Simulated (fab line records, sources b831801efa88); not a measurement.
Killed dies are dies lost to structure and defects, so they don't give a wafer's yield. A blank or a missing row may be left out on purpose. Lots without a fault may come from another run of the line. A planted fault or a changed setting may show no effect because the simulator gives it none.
A struck lot beside a sound one | flow sky130 | 31 steps out of a route of 708
Sound: wafers L901.1, L901.4, L901.6. Struck: wafers L907.2, L907.5, L907.6. The cause comes at the end.
At each step with rows: each side's tool, then ch and its chambers, then its first start. Under that, the readings that differ: sound wafers | struck wafers | difference of the means | sigmas: that difference in standard deviations of wafers without a fault.
alike: readings whose means differ by less than 2 such deviations, and words and numbers that are the same on both sides. not compared: withheld readings, readings that some wafer has no value for, bounds like >300 that may hide the same value, and numbers for which the record gives no deviation and whose values overlap.
The two part at a step that has a row with sigmas, a row that says differs or no value, or rows on one side only. Numbers that don't overlap but have no deviation are shown without sigmas and don't part them. A reading that every wafer of one side lacks parts them only if that side has two wafers or more.

first, 1 step without rows for these wafers: SKY_NWELL_IMPLANT_13.
SKY_NWELL_STRIP_14: strips in O2/N2.
  sound on plasma_asher-03 ch 0,1, day 5 06:34; struck on plasma_asher-01 ch 0,1, day 6 19:31
  alike: drypump_motor_current_A, n2_flow_sccm, oes_product_au, strip_time_to_endpoint_s
  not compared: rf_hours_counter_h
SKY_NWELL_TW_MEAS_15:
  sound on film_metro-01, day 5 06:40; struck on film_metro-04, day 6 19:38
  alike: NWELL_TW
then, 7 steps without rows for these wafers: SKY_NWELL_DEHYDRATE_16 (time 60 s); SKY_NWELL_HMDS_17 (prime time 60 s); SKY_NWELL_COAT_18 (resist thk 3000 nm); SKY_NWELL_SOFTBAKE_19; SKY_NWELL_EXPOSE_20 (exposes mask NWM COMPLEMENT, target cd 840 nm); SKY_NWELL_PEB_21; SKY_NWELL_DEVELOP_22 (develop time 60 s).
SKY_NWELL_OVL_MEAS_23:
  sound on overlay-01, day 6 00:49; struck on overlay-02, day 7 14:23
  alike: NWELL_01_OVL
then, 1 step without rows for these wafers: SKY_NWELL_IMPLANT_24.
SKY_NWELL_STRIP_25: strips in O2/N2.
  sound on plasma_asher-01 ch 0,1, day 6 01:00; struck on plasma_asher-01 ch 0,1, day 7 14:34
  reading                                 | sound             | struck            | difference                    | sigmas
  oes_product_au (a.u.)                   | 0.721 0.724 0.720 | 0.957 0.951 0.957 | +0.233                        | +48
  strip_time_to_endpoint_s (s)            | 37.02 37.03 37.09 | - - -             | no value on the struck wafers |
  model.coat_of_NWELL_COAT_18.thk_nm (nm) | 0 0 0             | 868.7 864 864.8   | +865.8                        |
  alike: drypump_motor_current_A, n2_flow_sccm
  not compared: rf_hours_counter_h
SKY_NWELL_TW_MEAS_26:
  sound on film_metro-03, day 6 01:06; struck on film_metro-03, day 7 14:41
  alike: NWELL_2_TW
then, 1 step without rows for these wafers: SKY_NWELL_CLEAN_27 (cleans in SC1/SC2, time 150 s).
SKY_NWELL_RTA_28: time 30 s.
  sound on rtp_anneal-02 ch 0, day 6 01:13; struck on rtp_anneal-01 ch 0, day 7 14:48
  alike: lamp_power_pct, wafer_temp_C_max
SKY_NWELL_RS_MEAS_29: measures by four-point-probe.
  sound on film_metro-04, day 6 01:19; struck on film_metro-01, day 7 14:55
  alike: NWELL_RS
SKY_NWELL_RS_MEAS_31: measures by four-point-probe.
  sound on film_metro-04, day 6 01:33; struck on film_metro-01, day 7 15:09
  alike: PWDE_RS
then, 7 steps without rows for these wafers: SKY_VT_ADJUST_HVTP_DEHYDRATE_00 (time 60 s); SKY_VT_ADJUST_HVTP_HMDS_01 (prime time 60 s); SKY_VT_ADJUST_HVTP_COAT_02 (resist thk 1140 nm); SKY_VT_ADJUST_HVTP_SOFTBAKE_03 (time 60 s); SKY_VT_ADJUST_HVTP_EXPOSE_04 (exposes mask HVTPM, target cd 380 nm); SKY_VT_ADJUST_HVTP_PEB_05; SKY_VT_ADJUST_HVTP_DEVELOP_06 (develop time 60 s).
SKY_VT_ADJUST_HVTP_CD_MEAS_07: target cd 380 nm.
  sound on cd_sem-02, day 6 19:46; struck on cd_sem-01, day 8 10:40
  alike: cd_nm
SKY_VT_ADJUST_HVTP_OVL_MEAS_08:
  sound on overlay-01, day 6 19:53; struck on overlay-02, day 8 10:46
  alike: VT_ADJUST_HVTP_OVL
then, 1 step without rows for these wafers: SKY_VT_ADJUST_HVTP_IMPLANT_09.
SKY_VT_ADJUST_HVTP_STRIP_10: strips in O2/N2.
  sound on plasma_asher-01 ch 0,1, day 6 20:04; struck on plasma_asher-02 ch 0,1, day 8 10:57
  reading                      | sound             | struck            | difference | sigmas
  drypump_motor_current_A (A)  | 5.7 6.6 6.5       | 5.3 5.6 5.2       | -0.9       | -2
  strip_time_to_endpoint_s (s) | 14.15 14.14 14.22 | 27.25 27.17 27.20 | +13.04     | +99 or more
  alike: n2_flow_sccm, oes_product_au
  not compared: rf_hours_counter_h
SKY_VT_ADJUST_HVTP_TW_MEAS_11:
  sound on film_metro-03, day 6 20:10; struck on film_metro-02, day 8 11:04
  reading           | sound          | struck   | difference | sigmas
  VT_ADJUST_HVTP_TW | 1361 1358 1361 | 30 30 30 | -1330      | -99 or more
then, 1 step without rows for these wafers: SKY_VT_ADJUST_LVTN_DEHYDRATE_00 (time 60 s).

WHERE THEY PART
First at SKY_NWELL_STRIP_25; last, within this record, at SKY_VT_ADJUST_HVTP_TW_MEAS_11.

WHY: what the simulator had put in
Strip aborted: plasma_asher-01, from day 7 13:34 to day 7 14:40, at SKY_NWELL_STRIP_25. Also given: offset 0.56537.
